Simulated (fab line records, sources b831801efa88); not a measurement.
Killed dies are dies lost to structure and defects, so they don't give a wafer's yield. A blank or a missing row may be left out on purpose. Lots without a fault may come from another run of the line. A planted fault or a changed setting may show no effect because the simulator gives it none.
A struck lot beside a sound one | flow sky130 | 44 steps out of a route of 708
Sound: wafers L504.2, L504.4, L504.6. Struck: wafer L517.2. (L517.1, L517.3 of the same lot were not struck and are left out.) The cause comes at the end.
At each step with rows: each side's tool, then ch and its chambers, then its first start. Under that, the readings that differ: sound wafers | struck wafers | difference of the means | sigmas: that difference in standard deviations of wafers without a fault.
alike: readings whose means differ by less than 2 such deviations, and words and numbers that are the same on both sides. not compared: withheld readings, readings that some wafer has no value for, bounds like >300 that may hide the same value, and numbers for which the record gives no deviation and whose values overlap.
The two part at a step that has a row with sigmas, a row that says differs or no value, or rows on one side only. Numbers that don't overlap but have no deviation are shown without sigmas and don't part them. A reading that every wafer of one side lacks parts them only if that side has two wafers or more.

SKY_VIA3_ETCH_15: etches SiO2 in C4F8/O2/Ar, stops on TiN, target depth 507 nm, time 78 s.
  sound on rie_diel-01 ch 2,3, day 41 05:38; struck on rie_diel-02 ch 0, day 44 01:17
  alike: oes_product_au
  not compared: rf_hours_counter_h
then, 5 steps without rows for these wafers: SKY_VIA3_STRIP_16 (strips in O2/N2); SKY_VIA3_STRIP_17 (strips in post etch residue remover, time 1200 s); SKY_VIA3_CLEAN_18 (cleans in IPA, time 180 s); SKY_VIA3_CLEAN_19 (cleans in O3/DIW); SKY_VIA3_SPUTTER_20 (material TiN, target thk 20 nm, time 80 s).
SKY_VIA3_CVD_21: deposits W, target thk 390 nm, time 117.31 s.
  sound on cvd_w-02 ch 0, day 41 06:23; struck on cvd_w-02 ch 0, day 44 02:01
  alike: chamber_pressure_Torr, heater_power_w
SKY_VIA3_RS_MEAS_22: measures by four-point-probe.
  sound on film_metro-01, day 41 06:37; struck on film_metro-03, day 44 02:08
  alike: VIA3_W_RS
SKY_VIA3_THK_MEAS_23: measures by xrf.
  sound on film_metro-01, day 41 06:44; struck on film_metro-03, day 44 02:15
  alike: VIA3_W_THK
SKY_VIA3_CMP_24: polishes, stops on SiO2, t overpolish 20 s, target thk 0 nm.
  sound on cmp-01 ch 2,3, day 41 06:50; struck on cmp-01 ch 1, day 44 02:59
  alike: motor_current_A, overpolish_run_s, retaining_ring_pressure_frac, time_to_endpoint_s
SKY_METAL4_SPUTTER_00: material Ti, target thk 15 nm, time 10 s.
  sound on pvd_sputter-04, day 41 07:05; struck on pvd_sputter-04, day 44 03:14
  reading                | sound                | struck | difference | sigmas
  cathode_dc_power_W (W) | 2999.1 3000.7 3000.3 | 2998.9 | -1.1       | -2
  alike: throttle_valve_pct
SKY_METAL4_SPUTTER_01: material TiN, target thk 20 nm, time 16.7 s.
  sound on pvd_sputter-04, day 41 07:06; struck on pvd_sputter-04, day 44 03:16
  alike: cathode_dc_power_W, throttle_valve_pct
SKY_METAL4_SPUTTER_02: material AlCu, target thk 735 nm, time 39.1 s.
  sound on pvd_sputter-04, day 41 07:08; struck on pvd_sputter-04, day 44 03:17
  reading                                     | sound             | struck | difference | sigmas
  model.AlCu_of_METAL4_SPUTTER_02.thk_nm (nm) | 725.9 720.1 725.7 | 857.2  | +133.3     |
  alike: cathode_dc_power_W, throttle_valve_pct
then, 3 steps without rows for these wafers: SKY_METAL4_SPUTTER_03 (material Ti, target thk 5 nm, time 3.3 s); SKY_METAL4_SPUTTER_04 (material TiN, target thk 70 nm, time 58.3 s); SKY_CAP2M_CVD_00 (deposits SiO2, target thk 15.5 nm).
SKY_CAP2M_THK_MEAS_01:
  sound on film_metro-02, day 41 07:16; struck on film_metro-04, day 44 03:25
  reading               | sound             | struck | difference | sigmas
  CAP2M_CVD_00_THK (nm) | 15.81 15.80 15.93 | 15.34  | -0.51      | -2
then, 1 step without rows for these wafers: SKY_CAP2M_SPUTTER_02 (material TiN, target thk 200 nm, time 166.7 s).
SKY_CAP2M_RS_MEAS_03: measures by four-point-probe.
  sound on film_metro-04, day 41 07:26; struck on film_metro-04, day 44 03:35
  alike: CAP2M_TIN_RS
SKY_CAP2M_THK_MEAS_04: measures by xrf.
  sound on film_metro-04, day 41 07:33; struck on film_metro-04, day 44 03:42
  alike: CAP2M_TIN_THK
then, 7 steps without rows for these wafers: SKY_CAP2M_DEHYDRATE_05 (time 60 s); SKY_CAP2M_HMDS_06 (prime time 60 s); SKY_CAP2M_COAT_07 (resist thk 1140 nm); SKY_CAP2M_SOFTBAKE_08 (time 60 s); SKY_CAP2M_EXPOSE_09 (exposes mask CAP2M, target cd 1000 nm); SKY_CAP2M_PEB_10; SKY_CAP2M_DEVELOP_11 (develop time 60 s).
SKY_CAP2M_OVL_MEAS_12:
  sound on overlay-01, day 42 06:54; struck on overlay-02, day 45 01:32
  alike: CAP2M_OVL
then, 13 steps without rows for these wafers: SKY_CAP2M_METAL_ETCH_13 (etches TiN in Cl2/BCl3, stops on SiO2, target depth 220 nm, time 62.9 s); SKY_CAP2M_STRIP_14 (strips in O2/N2); SKY_CAP2M_STRIP_15 (strips in post etch residue remover, time 1200 s); SKY_CAP2M_CLEAN_16 (cleans in IPA, time 180 s); SKY_CAP2M_CLEAN_17 (cleans in O3/DIW); SKY_METAL4_DEHYDRATE_05 (time 60 s); SKY_METAL4_HMDS_06 (prime time 60 s); SKY_METAL4_COAT_07 (resist thk 60 nm); SKY_METAL4_COAT_08 (resist thk 1140 nm); SKY_METAL4_SOFTBAKE_09 (time 90 s); SKY_METAL4_EXPOSE_10 (exposes mask MM4, target cd 300 nm); SKY_METAL4_PEB_11; SKY_METAL4_DEVELOP_12 (develop time 60 s).
SKY_METAL4_CD_MEAS_13: target cd 300 nm.
  sound on cd_sem-01, day 43 05:59; struck on cd_sem-01, day 45 22:31
  alike: cd_nm
SKY_METAL4_METAL_ETCH_18: etches the open film in Cl2/BCl3, stops on SiO2, target depth 845 nm, time 183.1 s.
  sound on rie_metal-01 ch 0, day 43 06:16; struck on rie_metal-02 ch 1, day 45 22:49
  reading                | sound                | struck | difference | sigmas
  oes_product_au (a.u.)  | 0.857 0.851 0.854    | 0.930  | +0.076     | +14
  throttle_valve_pct (%) | 22.262 22.251 22.268 | 22.287 | +0.027     | +3
  alike: drypump_motor_current_A
  not compared: rf_hours_counter_h
-- the record jumps here: 4 days lie between the struck wafers' starts before and after (it left off in module METAL4 and takes up again in module PAD_OPEN, whose first step shown is number 708 of the route) --
SKY_PAD_OPEN_PROBE_99:
  sound on prober-01, day 47 00:52; struck on prober-01, day 49 10:56
  reading                      | sound                   | struck  | difference | sigmas
  killed_at_other              | 0 0 0                   | 1       | +1         | +2
  sort_bin_3_pad_short (%)     | 1.2 1.6 1.8             | 0.2     | -1.3       | -3
  model.etest.met4.line_ohm_um | 0.1449 0.1443 0.1437    | 0.1244  | -0.0199    |
  model.etest.met4.rs_ohm_sq   | 0.04301 0.04381 0.04336 | 0.03688 | -0.00651   |
  alike: defect_limited_yield, killed_at_M0_to_M3, killed_at_M4_up, killed_at_contacts, killed_at_front_end, killed_dies, killed_open, killed_short, sort_bin_5_function, sort_bin_6_memory, sort_n_pass, sort_yield_pct

WHERE THEY PART
First at SKY_METAL4_SPUTTER_00; last, within this record, at SKY_PAD_OPEN_PROBE_99.

WHY: what the simulator had put in
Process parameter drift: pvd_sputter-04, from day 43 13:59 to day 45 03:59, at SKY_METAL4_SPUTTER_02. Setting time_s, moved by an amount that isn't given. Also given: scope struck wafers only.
